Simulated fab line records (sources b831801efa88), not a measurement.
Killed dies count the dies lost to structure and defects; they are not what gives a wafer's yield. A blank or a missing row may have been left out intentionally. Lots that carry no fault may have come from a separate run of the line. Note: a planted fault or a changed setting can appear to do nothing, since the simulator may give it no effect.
A struck lot beside a sound one | flow gf180mcu | 16 steps out of a route of 602
Sound: wafers L965.1, L965.5, L965.6. Struck: wafers L976.1, L976.2, L976.3. The cause is given at the end.
Each step with rows lists, per side, the tool, then ch with its chambers, then its first start. Under that, the readings that differ: sound wafers | struck wafers | difference of the means | sigmas: that difference in standard deviations of wafers without a fault.
alike: same words and numbers on both sides, and readings whose means sit less than 2 such deviations apart. not compared: any withheld reading, any reading some wafer has no value for, any bound like >300 that may hide the same value, and any number with overlapping values for which the record gives no deviation.
The two part at a step that has a row with sigmas, a row that says differs or no value, or rows on one side only. Numbers that don't overlap but have no deviation are shown without sigmas and don't part them. A reading that every wafer of one side lacks parts them only if that side has two wafers or more.

first, 1 step without rows for these wafers: GF_LVPWELL_DEVELOP_06 (develop time 60 s).
GF_LVPWELL_OVL_MEAS_07:
  sound: overlay-02 at day 6 00:38; struck: overlay-01 at day 8 12:20
  alike: LVPWELL_OVL
then, 2 steps without rows for these wafers: GF_LVPWELL_IMPLANT_08; GF_LVPWELL_IMPLANT_09.
GF_LVPWELL_STRIP_10: strips in O2/N2.
  sound on plasma-asher-01 ch 0,1, day 6 00:59; struck on plasma-asher-02 ch 0,1, day 8 12:41
  alike: drypump-motor-current-A, heater-power-w, o2-flow-sccm, oes-product-au, strip-time-to-endpoint-s
  not compared: rf-hours-counter-h
GF_LVPWELL_TW_MEAS_11:
  sound: film-metro-02 at day 6 01:05; struck: film-metro-04 at day 8 12:47
  alike: LVPWELL_TW
then, 6 steps without rows for these wafers: GF_MVSD_DEHYDRATE_00 (time 60 s); GF_MVSD_HMDS_01 (prime time 60 s); GF_MVSD_COAT_02 (resist thk 3000 nm); GF_MVSD_SOFTBAKE_03; GF_MVSD_EXPOSE_04 (exposes mask MVSD, target cd 1000 nm); GF_MVSD_PEB_05.
GF_MVSD_DEVELOP_06: develop time 60 s.
  sound on litho-track-02 ch 0, day 6 15:00; struck on litho-track-03 ch 0, day 9 04:00
  alike: resist-line-temp-C
GF_MVSD_OVL_MEAS_07:
  sound: overlay-01 at day 6 16:02; struck: overlay-01 at day 9 04:58
  reading       | sound          | struck | difference                    | sigmas
  MVSD_OVL (nm) | -2.9 -1.8 -0.8 | - - -  | no value on the struck wafers |
then, 1 step without rows for these wafers: GF_MVSD_IMPLANT_08.
-- the record jumps here: 25 days lie between the struck wafers' starts before and after (it left off in module MVSD and takes up again in module PASSIVATION, whose first step shown is number 602 of the route) --
GF_PASSIVATION_PROBE_99:
  the record has rows for the struck wafers here (prober-02, day 34 07:40) and none for the sound ones

== WHERE THEY PART ==
Earliest at GF_MVSD_OVL_MEAS_07; latest, in this record, at GF_PASSIVATION_PROBE_99.

WHY: whatever the simulator had introduced
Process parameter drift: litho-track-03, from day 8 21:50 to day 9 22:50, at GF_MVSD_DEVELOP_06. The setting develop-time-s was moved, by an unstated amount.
